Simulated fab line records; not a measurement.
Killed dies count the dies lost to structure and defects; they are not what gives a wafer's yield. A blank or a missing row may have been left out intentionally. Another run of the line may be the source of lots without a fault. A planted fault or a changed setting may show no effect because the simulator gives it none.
A struck lot beside a sound one :: flow sfq-line :: 17 out of 325 route steps
Sound: the wafers L415.1, L415.2, L415.5. Struck: wafers L432.2, L432.4 (left out: L432.3, a lot-mate that was not struck); the cause follows at the end.
Per side, at each step with rows, come the tool, then ch with its chambers, and then its first start. Under that, the readings that differ: sound wafers :: struck wafers :: difference of the means :: sigmas: that difference in standard deviations of wafers without a fault.
alike: a reading whose means differ by less than 2 such deviations, as well as words and numbers matching on both sides. not compared: withheld readings; readings where some wafer has no value; bounds like >300 that might hide an equal value; numbers whose values overlap and for which the record gives no deviation.
A row with sigmas, a row that says differs or no value, or rows on one side alone: a step with any of these is where the two part. Numbers that have no deviation but don't overlap get no sigmas and don't part them. A reading that every wafer of one side lacks parts them only if that side has two wafers or more.

SFQ_TRILAYER_I1_VIA_BARC_OPEN_VIA_ETCH_071: etches BARC in O2, target depth 125 nm, time 41.7 s.
  sound on rie-diel-01 ch 0,2,3, day 24 23:37; struck on rie-diel-04 ch 0,2, day 26 23:18
  alike: drypump-motor-current-A, oes-product-au
  not compared: rf-hours-counter-h
SFQ_TRILAYER_I1_VIA_ETCH_VIA_ETCH_052: etches SiO2 in CHF3, stops on Nb, target depth 260 nm.
  sound on rie-diel-01 ch 0,2,3, day 24 23:40; struck on rie-diel-04 ch 0,2, day 26 23:20
  alike: drypump-motor-current-A, oes-product-au
SFQ_TRILAYER_I1_VIA_STRIP_STRIP_053: strips in O2.
  sound on rie-metal-02 ch 0, day 24 23:47; struck on rie-metal-01 ch 0,1, day 26 23:27
  alike: drypump-motor-current-A, oes-product-au
  not compared: rf-hours-counter-h
then, 2 steps without rows for these wafers: SFQ_TRILAYER_I1_VIA_STRIP_SOLV_CLEAN_054 (cleans in NMP, time 600 s); SFQ_TRILAYER_M2_DEP_PRE_CLEAN_056 (time 22.5 s).
SFQ_TRILAYER_M2_DEP_SPUTTER_055: material Nb, target thk 200 nm, time 133.3 s.
  sound: pvd-sputter-03 at day 25 01:11; struck: pvd-sputter-03 at day 27 00:16
  alike: cathode-dc-power-W, throttle-valve-pct
SFQ_M2_RS_MEAS_914: uses a four-point probe to measure.
  sound: film-metro-03 at day 25 01:16; struck: film-metro-03 at day 27 00:22
  alike: M2_NB_RS
then, 4 steps without rows for these wafers: SFQ_TRILAYER_M2_LITHO_COAT_062 (resist thk 62 nm); SFQ_TRILAYER_M2_LITHO_COAT_057 (resist thk 600 nm); SFQ_TRILAYER_M2_LITHO_SOFTBAKE_061; SFQ_TRILAYER_M2_LITHO_EXPOSE_058 (exposes mask M2, target cd 500 nm).
-- the record jumps here: 7 days lie between the struck wafers' starts before and after --
SFQ_TRILAYER_M2_LITHO_PEB_060: peb time 60 s.
  sound on litho-track-01 ch 0, day 32 05:48; struck on litho-track-01 ch 0, day 33 16:26
reading: heater-power-total-W (W)
sound: 79.15 79.21 79.10
struck: 81.29 81.25
difference: +2.12
sigmas: +32
then, 1 step without rows for these wafers: SFQ_TRILAYER_M2_LITHO_DEVELOP_059 (time 60 s).
SFQ_M2_OVL_MEAS_916:
  sound: overlay-01 at day 32 06:06; struck: overlay-01 at day 33 16:43
  alike: M2_OVL
SFQ_TRILAYER_M2_BARC_OPEN_METAL_ETCH_077: etches BARC in O2, target depth 125 nm, time 41.7 s.
  sound on rie-metal-02 ch 0,1, day 32 06:08; struck on rie-metal-04 ch 0,1, day 33 16:44
reading: model.M2.cd-nm (nm)
sound: 500.8 503.2 500.4
struck: 513 513
difference: +12
sigmas: 
  alike: drypump-motor-current-A, oes-product-au
  not compared: rf-hours-counter-h
SFQ_TRILAYER_M2_ETCH_METAL_ETCH_060: etches Nb in Cl2/Ar, stops on SiO2, target depth 240 nm, time 120 s.
  sound on rie-metal-02 ch 0,1, day 32 06:12; struck on rie-metal-04 ch 0,1, day 33 16:48
reading: model.M2.cd-nm (nm)
sound: 503.5 501.9 503.9
struck: 513.8 514.4
difference: +11.0
sigmas: 
  alike: drypump-motor-current-A, oes-product-au
  not compared: rf-hours-counter-h
SFQ_TRILAYER_M2_STRIP_STRIP_061: strips in O2.
  sound on rie-metal-02 ch 0,1, day 32 06:19; struck on rie-metal-04 ch 0,1, day 33 16:55
  alike: drypump-motor-current-A, oes-product-au
  not compared: rf-hours-counter-h

== WHERE THEY PART ==
Within this record, at SFQ_TRILAYER_M2_LITHO_PEB_060 only. Later steps at which nothing parts them and some readings are alike: SFQ_M2_OVL_MEAS_916, SFQ_TRILAYER_M2_BARC_OPEN_METAL_ETCH_077, SFQ_TRILAYER_M2_ETCH_METAL_ETCH_060, SFQ_TRILAYER_M2_STRIP_STRIP_061.

WHY: whatever the simulator had introduced
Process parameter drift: litho-track-01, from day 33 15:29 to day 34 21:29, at SFQ_TRILAYER_M2_LITHO_PEB_060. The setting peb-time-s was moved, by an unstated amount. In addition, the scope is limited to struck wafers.
